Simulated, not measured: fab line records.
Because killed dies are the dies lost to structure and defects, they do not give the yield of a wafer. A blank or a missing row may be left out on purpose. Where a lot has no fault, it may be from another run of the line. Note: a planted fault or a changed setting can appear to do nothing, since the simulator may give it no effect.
fab line records :: flow sky130
record:
  lots: 6
  wafers: 18
  last-day: 50
route steps=708 shown RES_XHIGH@340 SD_N@342
lots that met no fault: from a run of the same line without faults
start-h: start of the lot's first displayed wafer, in hours after the record's first day :: wait-h: how many hours have passed since the lot's step before this one :: " identical to the entry in the row above :: L1.1+2: a row that stands for several wafers :: - either no value or no given start :: * or withheld: withheld :: < > ~ a bound
route shown NAME@n: a module of which the file shows steps, and the number in the route of the first :: usual: average and standard deviation across the fault-free wafers :: same: alike in all rows :: chamber/n: place in a boat :: sites: per-site readings :: _std_site: the values' standard deviation :: _edge_site: outer sites' mean less inner sites' :: radius-mm: for every site, how far away it sits from the centre of the wafer :: mask NAME#n: copy n :: behind: the last tool/chamber to shape the wafer :: hold: the reason the lot was held/the length of the hold in hours/how it ended :: device: the n, p or np transistor that did not switch :: end of line: at the end of the route, the tests of the same wafers :: where a step has no rows: the recipe by itself :: killed: dies lost to structure and defects at the first sort, not the wafer's yield :: map: per-die view of a wafer (x killed, . not killed, _ where there is no die)
set.NAME: the setting the step ran with; set.NAME@STEP: the setting that earlier step ran with :: model.NAME: the simulator's own value behind a step, which no gauge read
lots at selected steps of the route; one table per step, one row per wafer
services: a tool's chamber out of use, with start hour (start-h, from the record's first day; less than 0 if before it), hours out, and reason
== steps ==
step: SKY_RES_XHIGH_STRIP_08
recipe:
  chemistry: O2/N2
  power-w: 1400
  pressure-mtorr: 1500
  platen-temp-c: withheld
  o2-flow-sccm: 3000
  n2-flow-sccm: 300
  overash-fraction: 0.5
usual:
  drypump-motor-current-A: 5.7/0.32
  oes-product-au: 0.711/0.0046
  strip-time-to-endpoint-s: 14.28/0.036
lot.wafer: L242.1
tool: plasma-asher-01
chamber: 0
start-h: 624.53
wait-h: 0.1
drypump-motor-current-A: 5.7
oes-product-au: 0.711
rf-hours-counter-h: 48
strip-time-to-endpoint-s: 14.33

lot.wafer: L242.5
tool: plasma-asher-01
chamber: 1
start-h: 624.53
wait-h: 0.1
drypump-motor-current-A: 6.1
oes-product-au: 0.717
rf-hours-counter-h: -
strip-time-to-endpoint-s: 14.29

lot.wafer: L242.6
tool: plasma-asher-01
chamber: 0
start-h: 624.53
wait-h: 0.1
drypump-motor-current-A: 5.7
oes-product-au: 0.715
rf-hours-counter-h: -
strip-time-to-endpoint-s: 14.26

lot.wafer: L244.2
tool: plasma-asher-01
chamber: 0
start-h: 638.48
wait-h: 0.1
drypump-motor-current-A: 5.7
oes-product-au: 0.710
rf-hours-counter-h: 49
strip-time-to-endpoint-s: 14.31

lot.wafer: L244.4
tool: plasma-asher-01
chamber: 1
start-h: 638.48
wait-h: 0.1
drypump-motor-current-A: 6.1
oes-product-au: 0.709
rf-hours-counter-h: -
strip-time-to-endpoint-s: 14.32

lot.wafer: L244.6
tool: plasma-asher-01
chamber: 0
start-h: 638.48
wait-h: 0.1
drypump-motor-current-A: 5.7
oes-product-au: 0.717
rf-hours-counter-h: -
strip-time-to-endpoint-s: 14.38

lot.wafer: L251.1
tool: plasma-asher-04
chamber: 1
start-h: 698.79
wait-h: 0.1
drypump-motor-current-A: 5.7
oes-product-au: 0.711
rf-hours-counter-h: 89
strip-time-to-endpoint-s: 14.30

lot.wafer: L251.2
tool: plasma-asher-04
chamber: 0
start-h: 698.79
wait-h: 0.1
drypump-motor-current-A: 5.2
oes-product-au: 0.714
rf-hours-counter-h: 89
strip-time-to-endpoint-s: 14.23

lot.wafer: L251.5
tool: plasma-asher-04
chamber: 1
start-h: 698.79
wait-h: 0.1
drypump-motor-current-A: 5.7
oes-product-au: 0.703
rf-hours-counter-h: -
strip-time-to-endpoint-s: 14.26

lot.wafer: L257.3
tool: plasma-asher-01
chamber: 0
start-h: 737.96
wait-h: 0.1
drypump-motor-current-A: 5.7
oes-product-au: 0.709
rf-hours-counter-h: -
strip-time-to-endpoint-s: 14.21

lot.wafer: L257.4
tool: plasma-asher-01
chamber: 1
start-h: 737.96
wait-h: 0.1
drypump-motor-current-A: 6.1
oes-product-au: 0.716
rf-hours-counter-h: -
strip-time-to-endpoint-s: 14.20

lot.wafer: L257.6
tool: plasma-asher-01
chamber: 1
start-h: 737.96
wait-h: 0.1
drypump-motor-current-A: 6.1
oes-product-au: 0.712
rf-hours-counter-h: -
strip-time-to-endpoint-s: 14.26

lot.wafer: L259.2
tool: plasma-asher-04
chamber: 1
start-h: 756.19
wait-h: 0.1
drypump-motor-current-A: 5.7
oes-product-au: 0.704
rf-hours-counter-h: 95
strip-time-to-endpoint-s: 14.29

lot.wafer: L259.4
tool: plasma-asher-04
chamber: 1
start-h: 756.19
wait-h: 0.1
drypump-motor-current-A: 5.7
oes-product-au: 0.702
rf-hours-counter-h: -
strip-time-to-endpoint-s: 14.30

lot.wafer: L259.5
tool: plasma-asher-04
chamber: 1
start-h: 756.19
wait-h: 0.1
drypump-motor-current-A: 5.7
oes-product-au: 0.710
rf-hours-counter-h: -
strip-time-to-endpoint-s: 14.30

lot.wafer: L265.2
tool: plasma-asher-01
chamber: 1
start-h: 808.79
wait-h: 0.1
drypump-motor-current-A: 6.1
oes-product-au: 0.713
rf-hours-counter-h: 65
strip-time-to-endpoint-s: 14.30

lot.wafer: L265.4
tool: plasma-asher-01
chamber: 1
start-h: 808.79
wait-h: 0.1
drypump-motor-current-A: 6.1
oes-product-au: 0.713
rf-hours-counter-h: -
strip-time-to-endpoint-s: 14.28

lot.wafer: L265.6
tool: plasma-asher-01
chamber: 0
start-h: 808.79
wait-h: 0.1
drypump-motor-current-A: 5.7
oes-product-au: 0.709
rf-hours-counter-h: -
strip-time-to-endpoint-s: 14.26
step: SKY_RES_XHIGH_TW_MEAS_09
usual:
  RES_XHIGH_TW: 1643/15
lot.wafer: L242.1
tool: film-metro-04
chamber: -
start-h: 624.63
wait-h: 0.1
RES_XHIGH_TW: 1613

lot.wafer: L242.5
tool: film-metro-04
chamber: -
start-h: 624.63
wait-h: 0.1
RES_XHIGH_TW: 1623

lot.wafer: L242.6
tool: film-metro-04
chamber: -
start-h: 624.63
wait-h: 0.1
RES_XHIGH_TW: 1618

lot.wafer: L244.2
tool: film-metro-04
chamber: -
start-h: 638.59
wait-h: 0.1
RES_XHIGH_TW: 1613

lot.wafer: L244.4
tool: film-metro-04
chamber: -
start-h: 638.59
wait-h: 0.1
RES_XHIGH_TW: 1614

lot.wafer: L244.6
tool: film-metro-04
chamber: -
start-h: 638.59
wait-h: 0.1
RES_XHIGH_TW: 1631

lot.wafer: L251.1
tool: film-metro-02
chamber: -
start-h: 698.89
wait-h: 0.1
RES_XHIGH_TW: 1657

lot.wafer: L251.2
tool: film-metro-02
chamber: -
start-h: 698.89
wait-h: 0.1
RES_XHIGH_TW: 1654

lot.wafer: L251.5
tool: film-metro-02
chamber: -
start-h: 698.89
wait-h: 0.1
RES_XHIGH_TW: 1655

lot.wafer: L257.3
tool: film-metro-02
chamber: -
start-h: 738.05
wait-h: 0.1
RES_XHIGH_TW: 1649

lot.wafer: L257.4
tool: film-metro-02
chamber: -
start-h: 738.05
wait-h: 0.1
RES_XHIGH_TW: 1654

lot.wafer: L257.6
tool: film-metro-02
chamber: -
start-h: 738.05
wait-h: 0.1
RES_XHIGH_TW: 1647

lot.wafer: L259.2
tool: film-metro-03
chamber: -
start-h: 756.30
wait-h: 0.1
RES_XHIGH_TW: 1642

lot.wafer: L259.4
tool: film-metro-03
chamber: -
start-h: 756.30
wait-h: 0.1
RES_XHIGH_TW: 1643

lot.wafer: L259.5
tool: film-metro-03
chamber: -
start-h: 756.30
wait-h: 0.1
RES_XHIGH_TW: 1646

lot.wafer: L265.2
tool: film-metro-04
chamber: -
start-h: 808.90
wait-h: 0.1
RES_XHIGH_TW: 1608

lot.wafer: L265.4
tool: film-metro-04
chamber: -
start-h: 808.90
wait-h: 0.1
RES_XHIGH_TW: 1623

lot.wafer: L265.6
tool: film-metro-04
chamber: -
start-h: 808.90
wait-h: 0.1
RES_XHIGH_TW: 1610
step: SKY_SD_N_DEHYDRATE_00
recipe:
  temp-c: 200
  time-s: 60
step: SKY_SD_N_HMDS_01
recipe:
  prime-time-s: 60
  prime-temp-c: 120
step: SKY_SD_N_COAT_02
recipe:
  resist: NOVOLAK
  spin-rpm: 3000
  resist-thk-nm: 1140
step: SKY_SD_N_SOFTBAKE_03
recipe:
  temp-c: 90.68
  time-s: 60
  resist: NOVOLAK
step: SKY_SD_N_EXPOSE_04
recipe:
  mask-id: NSDM
  na: 0.6
  source-shape: conventional
  sigma-outer: 0.6
  polarization: unpolarized
  target-cd-nm: 380
  dose-mj: 141
step: SKY_SD_N_PEB_05
recipe:
  temp-c: withheld
  time-s: *
  resist: NOVOLAK
step: SKY_SD_N_DEVELOP_06
recipe:
  resist: NOVOLAK
  developer: TMAH
  develop-time-s: 60
  dev-temp-c: 23
step: SKY_SD_N_CD_MEAS_07
recipe:
  target-cd-nm: 380
usual:
  cd-nm: 380.0/2.8
lot.wafer: L242.1
tool: cd-sem-01
chamber: -
start-h: 653.18
wait-h: 0.1
cd-nm: 380.0

lot.wafer: L242.5
tool: cd-sem-01
chamber: -
start-h: 653.18
wait-h: 0.1
cd-nm: 379.8

lot.wafer: L242.6
tool: cd-sem-01
chamber: -
start-h: 653.18
wait-h: 0.1
cd-nm: 377.4

lot.wafer: L244.2
tool: cd-sem-01
chamber: -
start-h: 666.95
wait-h: 0.1
cd-nm: 381.4

lot.wafer: L244.4
tool: cd-sem-01
chamber: -
start-h: 666.95
wait-h: 0.1
cd-nm: 380.5

lot.wafer: L244.6
tool: cd-sem-01
chamber: -
start-h: 666.95
wait-h: 0.1
cd-nm: 380.1

lot.wafer: L251.1
tool: cd-sem-01
chamber: -
start-h: 726.08
wait-h: 0.1
cd-nm: 383.6

lot.wafer: L251.2
tool: cd-sem-01
chamber: -
start-h: 726.08
wait-h: 0.1
cd-nm: 381.4

lot.wafer: L251.5
tool: cd-sem-01
chamber: -
start-h: 726.08
wait-h: 0.1
cd-nm: 382.4

lot.wafer: L257.3
tool: cd-sem-01
chamber: -
start-h: 765.27
wait-h: 0.1
cd-nm: 377.1

lot.wafer: L257.4
tool: cd-sem-01
chamber: -
start-h: 765.27
wait-h: 0.1
cd-nm: 378.5

lot.wafer: L257.6
tool: cd-sem-01
chamber: -
start-h: 765.27
wait-h: 0.1
cd-nm: 378.5

lot.wafer: L259.2
tool: cd-sem-01
chamber: -
start-h: 782.26
wait-h: 0.1
cd-nm: 377.3

lot.wafer: L259.4
tool: cd-sem-01
chamber: -
start-h: 782.26
wait-h: 0.1
cd-nm: 379.1

lot.wafer: L259.5
tool: cd-sem-01
chamber: -
start-h: 782.26
wait-h: 0.1
cd-nm: 377.3

lot.wafer: L265.2
tool: cd-sem-02
chamber: -
start-h: 834.76
wait-h: 0.1
cd-nm: 379.4

lot.wafer: L265.4
tool: cd-sem-02
chamber: -
start-h: 834.76
wait-h: 0.1
cd-nm: 380.5

lot.wafer: L265.6
tool: cd-sem-02
chamber: -
start-h: 834.76
wait-h: 0.1
cd-nm: 376.1
step: SKY_SD_N_OVL_MEAS_08
usual:
  SD_N_OVL: -0.8/1.8
lot.wafer: L242.1
tool: overlay-01
chamber: -
start-h: 653.30
wait-h: 0.1
SD_N_OVL[nm]: 1.8

lot.wafer: L242.5
tool: overlay-01
chamber: -
start-h: 653.30
wait-h: 0.1
SD_N_OVL[nm]: 3.3

lot.wafer: L242.6
tool: overlay-01
chamber: -
start-h: 653.30
wait-h: 0.1
SD_N_OVL[nm]: 0.8

lot.wafer: L244.2
tool: overlay-02
chamber: -
start-h: 667.06
wait-h: 0.1
SD_N_OVL[nm]: -3.7

lot.wafer: L244.4
tool: overlay-02
chamber: -
start-h: 667.06
wait-h: 0.1
SD_N_OVL[nm]: -4.0

lot.wafer: L244.6
tool: overlay-02
chamber: -
start-h: 667.06
wait-h: 0.1
SD_N_OVL[nm]: -3.5

lot.wafer: L251.1
tool: overlay-01
chamber: -
start-h: 726.20
wait-h: 0.1
SD_N_OVL[nm]: -1.1

lot.wafer: L251.2
tool: overlay-01
chamber: -
start-h: 726.20
wait-h: 0.1
SD_N_OVL[nm]: 1.0

lot.wafer: L251.5
tool: overlay-01
chamber: -
start-h: 726.20
wait-h: 0.1
SD_N_OVL[nm]: -0.3

lot.wafer: L257.3
tool: overlay-01
chamber: -
start-h: 765.36
wait-h: 0.1
SD_N_OVL[nm]: 2.7

lot.wafer: L257.4
tool: overlay-01
chamber: -
start-h: 765.36
wait-h: 0.1
SD_N_OVL[nm]: 0.0

lot.wafer: L257.6
tool: overlay-01
chamber: -
start-h: 765.36
wait-h: 0.1
SD_N_OVL[nm]: -0.3

lot.wafer: L259.2
tool: overlay-01
chamber: -
start-h: 782.36
wait-h: 0.1
SD_N_OVL[nm]: -2.6

lot.wafer: L259.4
tool: overlay-01
chamber: -
start-h: 782.36
wait-h: 0.1
SD_N_OVL[nm]: -2.8

lot.wafer: L259.5
tool: overlay-01
chamber: -
start-h: 782.36
wait-h: 0.1
SD_N_OVL[nm]: -2.3

lot.wafer: L265.2
tool: overlay-01
chamber: -
start-h: 834.86
wait-h: 0.1
SD_N_OVL[nm]: -0.8

lot.wafer: L265.4
tool: overlay-01
chamber: -
start-h: 834.86
wait-h: 0.1
SD_N_OVL[nm]: 0.2

lot.wafer: L265.6
tool: overlay-01
chamber: -
start-h: 834.86
wait-h: 0.1
SD_N_OVL[nm]: -1.3
step: SKY_SD_N_IMPLANT_09
recipe:
  species: As
  energy-kev: 50
  dose-cm2: 4e+15
  tilt-deg: 0
step: SKY_SD_N_IMPLANT_10
recipe:
  species: P
  energy-kev: 20
  dose-cm2: 1e+14
  tilt-deg: 0
usual:
  beam-energy-keV: 20.001/0.0064
  tilt-deg: -0.001/0.018
lot.wafer: L242.1
tool: implanter-01
chamber: 0
start-h: 653.49
wait-h: 0.1
beam-energy-keV: 19.998
tilt-deg: -0.005
model.implant.rp-nm: 27.82
model.implant.drp-nm: 13

lot.wafer: L242.5
tool: implanter-01
chamber: 0
start-h: 653.49
wait-h: 0.1
beam-energy-keV: 20.005
tilt-deg: -0.009
model.implant.rp-nm: 27.82
model.implant.drp-nm: 13

lot.wafer: L242.6
tool: implanter-01
chamber: 0
start-h: 653.49
wait-h: 0.1
beam-energy-keV: 20.008
tilt-deg: -0.013
model.implant.rp-nm: 27.82
model.implant.drp-nm: 13

lot.wafer: L244.2
tool: implanter-02
chamber: 0
start-h: 667.26
wait-h: 0.1
beam-energy-keV: 20.012
tilt-deg: 0.022
model.implant.rp-nm: 27.19
model.implant.drp-nm: 13

lot.wafer: L244.4
tool: implanter-02
chamber: 0
start-h: 667.26
wait-h: 0.1
beam-energy-keV: 19.994
tilt-deg: 0.010
model.implant.rp-nm: 27.19
model.implant.drp-nm: 13

lot.wafer: L244.6
tool: implanter-02
chamber: 0
start-h: 667.26
wait-h: 0.1
beam-energy-keV: 19.992
tilt-deg: -0.019
model.implant.rp-nm: 27.19
model.implant.drp-nm: 13

lot.wafer: L251.1
tool: implanter-04
chamber: 0
start-h: 726.39
wait-h: 0.1
beam-energy-keV: 20.013
tilt-deg: 0.028
model.implant.rp-nm: 27.87
model.implant.drp-nm: 13

lot.wafer: L251.2
tool: implanter-04
chamber: 0
start-h: 726.39
wait-h: 0.1
beam-energy-keV: 20.014
tilt-deg: 0.032
model.implant.rp-nm: 27.87
model.implant.drp-nm: 13

lot.wafer: L251.5
tool: implanter-04
chamber: 0
start-h: 726.39
wait-h: 0.1
beam-energy-keV: 20.001
tilt-deg: 0.014
model.implant.rp-nm: 27.87
model.implant.drp-nm: 13

lot.wafer: L257.3
tool: implanter-01
chamber: 0
start-h: 765.59
wait-h: 0.1
beam-energy-keV: 21.540
tilt-deg: -0.022
model.implant.rp-nm: 29.39
model.implant.drp-nm: 13.6

lot.wafer: L257.4
tool: implanter-01
chamber: 0
start-h: 765.59
wait-h: 0.1
beam-energy-keV: 21.548
tilt-deg: 0.004
model.implant.rp-nm: 29.39
model.implant.drp-nm: 13.6

lot.wafer: L257.6
tool: implanter-01
chamber: 0
start-h: 765.59
wait-h: 0.1
beam-energy-keV: 21.547
tilt-deg: -0.025
model.implant.rp-nm: 29.39
model.implant.drp-nm: 13.6

lot.wafer: L259.2
tool: implanter-01
chamber: 0
start-h: 782.57
wait-h: 0.1
beam-energy-keV: 21.558
tilt-deg: 0.006
model.implant.rp-nm: 29.3
model.implant.drp-nm: 13.6

lot.wafer: L259.4
tool: implanter-01
chamber: 0
start-h: 782.57
wait-h: 0.1
beam-energy-keV: 21.549
tilt-deg: -0.003
model.implant.rp-nm: 29.3
model.implant.drp-nm: 13.6

lot.wafer: L259.5
tool: implanter-01
chamber: 0
start-h: 782.57
wait-h: 0.1
beam-energy-keV: 21.544
tilt-deg: 0.014
model.implant.rp-nm: 29.3
model.implant.drp-nm: 13.6

lot.wafer: L265.2
tool: implanter-02
chamber: 0
start-h: 835.07
wait-h: 0.1
beam-energy-keV: 20.005
tilt-deg: -0.011
model.implant.rp-nm: 27.43
model.implant.drp-nm: 13

lot.wafer: L265.4
tool: implanter-02
chamber: 0
start-h: 835.07
wait-h: 0.1
beam-energy-keV: 19.999
tilt-deg: 0.012
model.implant.rp-nm: 27.43
model.implant.drp-nm: 13

lot.wafer: L265.6
tool: implanter-02
chamber: 0
start-h: 835.07
wait-h: 0.1
beam-energy-keV: 20.005
tilt-deg: 0.027
model.implant.rp-nm: 27.43
model.implant.drp-nm: 13
step: SKY_SD_N_STRIP_11
recipe:
  chemistry: O2/N2
  power-w: 1400
  pressure-mtorr: 1500
  platen-temp-c: withheld
  o2-flow-sccm: 3000
  n2-flow-sccm: 300
  overash-fraction: 0.5
usual:
  drypump-motor-current-A: 6.0/0.43
  oes-product-au: 0.527/0.0049
  strip-time-to-endpoint-s: 22.52/0.046
lot.wafer: L242.1
tool: plasma-asher-01
chamber: 1
start-h: 653.64
wait-h: 0.1
drypump-motor-current-A: 6.1
oes-product-au: 0.529
rf-hours-counter-h: 50
strip-time-to-endpoint-s: 22.52

lot.wafer: L242.5
tool: plasma-asher-01
chamber: 1
start-h: 653.64
wait-h: 0.1
drypump-motor-current-A: 6.1
oes-product-au: 0.530
rf-hours-counter-h: -
strip-time-to-endpoint-s: 22.53

lot.wafer: L242.6
tool: plasma-asher-01
chamber: 0
start-h: 653.64
wait-h: 0.1
drypump-motor-current-A: 5.8
oes-product-au: 0.525
rf-hours-counter-h: -
strip-time-to-endpoint-s: 22.48

lot.wafer: L244.2
tool: plasma-asher-02
chamber: 1
start-h: 667.39
wait-h: 0.1
drypump-motor-current-A: 6.5
oes-product-au: 0.527
rf-hours-counter-h: 98
strip-time-to-endpoint-s: 22.48

lot.wafer: L244.4
tool: plasma-asher-02
chamber: 0
start-h: 667.39
wait-h: 0.1
drypump-motor-current-A: 6.2
oes-product-au: 0.525
rf-hours-counter-h: -
strip-time-to-endpoint-s: 22.55

lot.wafer: L244.6
tool: plasma-asher-02
chamber: 0
start-h: 667.39
wait-h: 0.1
drypump-motor-current-A: 6.3
oes-product-au: 0.536
rf-hours-counter-h: -
strip-time-to-endpoint-s: 22.56

lot.wafer: L251.1
tool: plasma-asher-02
chamber: 1
start-h: 726.54
wait-h: 0.1
drypump-motor-current-A: 6.5
oes-product-au: 0.527
rf-hours-counter-h: 104
strip-time-to-endpoint-s: 22.50

lot.wafer: L251.2
tool: plasma-asher-02
chamber: 0
start-h: 726.54
wait-h: 0.1
drypump-motor-current-A: 6.2
oes-product-au: 0.521
rf-hours-counter-h: 104
strip-time-to-endpoint-s: 22.52

lot.wafer: L251.5
tool: plasma-asher-02
chamber: 0
start-h: 726.54
wait-h: 0.1
drypump-motor-current-A: 6.3
oes-product-au: 0.536
rf-hours-counter-h: -
strip-time-to-endpoint-s: 22.47

lot.wafer: L257.3
tool: plasma-asher-02
chamber: 0
start-h: 765.72
wait-h: 0.1
drypump-motor-current-A: 6.3
oes-product-au: 0.522
rf-hours-counter-h: -
strip-time-to-endpoint-s: 22.56

lot.wafer: L257.4
tool: plasma-asher-02
chamber: 1
start-h: 765.72
wait-h: 0.1
drypump-motor-current-A: 6.5
oes-product-au: 0.523
rf-hours-counter-h: -
strip-time-to-endpoint-s: 22.55

lot.wafer: L257.6
tool: plasma-asher-02
chamber: 1
start-h: 765.72
wait-h: 0.1
drypump-motor-current-A: 6.5
oes-product-au: 0.526
rf-hours-counter-h: -
strip-time-to-endpoint-s: 22.51

lot.wafer: L259.2
tool: plasma-asher-03
chamber: 0
start-h: 782.69
wait-h: 0.1
drypump-motor-current-A: 5.2
oes-product-au: 0.524
rf-hours-counter-h: 33
strip-time-to-endpoint-s: 22.53

lot.wafer: L259.4
tool: plasma-asher-03
chamber: 1
start-h: 782.69
wait-h: 0.1
drypump-motor-current-A: 5.7
oes-product-au: 0.526
rf-hours-counter-h: -
strip-time-to-endpoint-s: 22.50

lot.wafer: L259.5
tool: plasma-asher-03
chamber: 1
start-h: 782.69
wait-h: 0.1
drypump-motor-current-A: 5.7
oes-product-au: 0.527
rf-hours-counter-h: -
strip-time-to-endpoint-s: 22.48

lot.wafer: L265.2
tool: plasma-asher-01
chamber: 0
start-h: 835.19
wait-h: 0.1
drypump-motor-current-A: 5.7
oes-product-au: 0.520
rf-hours-counter-h: 67
strip-time-to-endpoint-s: 22.52

lot.wafer: L265.4
tool: plasma-asher-01
chamber: 0
start-h: 835.19
wait-h: 0.1
drypump-motor-current-A: 5.7
oes-product-au: 0.530
rf-hours-counter-h: -
strip-time-to-endpoint-s: 22.50

lot.wafer: L265.6
tool: plasma-asher-01
chamber: 1
start-h: 835.19
wait-h: 0.1
drypump-motor-current-A: 6.1
oes-product-au: 0.525
rf-hours-counter-h: -
strip-time-to-endpoint-s: 22.50
== services ==
tool: implanter-02
chamber: -
start-h: 601.28
hours: 3.4
kind: repair

tool: implanter-04
chamber: -
start-h: 606.33
hours: 5.2
kind: pm

tool: implanter-01
chamber: -
start-h: 633.74
hours: 3.3
kind: repair

tool: plasma-asher-04
chamber: -
start-h: 730.81
hours: 11.1
kind: repair

tool: plasma-asher-02
chamber: -
start-h: 733.75
hours: 9.0
kind: pm

tool: plasma-asher-02
chamber: 0
start-h: 733.75
hours: 9.0
kind: vent-cycle

tool: plasma-asher-02
chamber: 1
start-h: 733.75
hours: 9.0
kind: vent-cycle

tool: plasma-asher-01
chamber: -
start-h: 741.95
hours: 15.6
kind: pm

tool: plasma-asher-02
chamber: 0
start-h: 742.75
hours: -
kind: clean

tool: plasma-asher-02
chamber: 1
start-h: 742.75
hours: -
kind: clean

tool: plasma-asher-03
chamber: -
start-h: 744.24
hours: 3.9
kind: repair

tool: plasma-asher-03
chamber: -
start-h: 749.64
hours: 1.1
kind: repair

tool: plasma-asher-02
chamber: -
start-h: 756.03
hours: 2.2
kind: repair

tool: plasma-asher-02
chamber: -
start-h: 759.13
hours: 0.8
kind: repair

tool: plasma-asher-03
chamber: -
start-h: 767.87
hours: 2.1
kind: repair

tool: implanter-01
chamber: -
start-h: 768.76
hours: 1.0
kind: repair

tool: plasma-asher-03
chamber: -
start-h: 786.20
hours: 2.8
kind: pm

tool: implanter-04
chamber: -
start-h: 797.76
hours: 5.0
kind: repair

tool: plasma-asher-02
chamber: -
start-h: 801.16
hours: 1.8
kind: repair

tool: plasma-asher-03
chamber: -
start-h: 814.89
hours: 5.7
kind: repair

tool: plasma-asher-01
chamber: -
start-h: 818.23
hours: 2.8
kind: pm
== key ==
first-sign:
  step: SKY_SD_N_IMPLANT_10
  reading: beam-energy-keV
  direction: up
  sigmas: 99+
  usual: *
  struck: *
effect none on later readings
model-effect:
  step: SKY_SD_N_IMPLANT_10
  value: implant.rp-nm
  without: 27.9
  struck: 29.35
met-at SKY_SD_N_IMPLANT_10
struck-wafers L257.3,L257.4,L257.6,L259.2,L259.4,L259.5
tester-left-out L257,L259
onset-between 653.49 765.59
fault:
  kind: process-parameter-drift
  tool: implanter-01
  chamber: -
  onset-h: 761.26
  steps: SKY_SD_N_IMPLANT_10
  channel: energy-kev
  offset: *
  shape: step
  end-h: 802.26
  acts-in: *
  stated: *
tester-left-out: of these lots the tester's yield and bins aren't shown, on N5 and GAA mostly nor the transistor test; their killed dies are dies lost to structure and defects alone, not to doping, threshold or leakage, so they don't give the yield
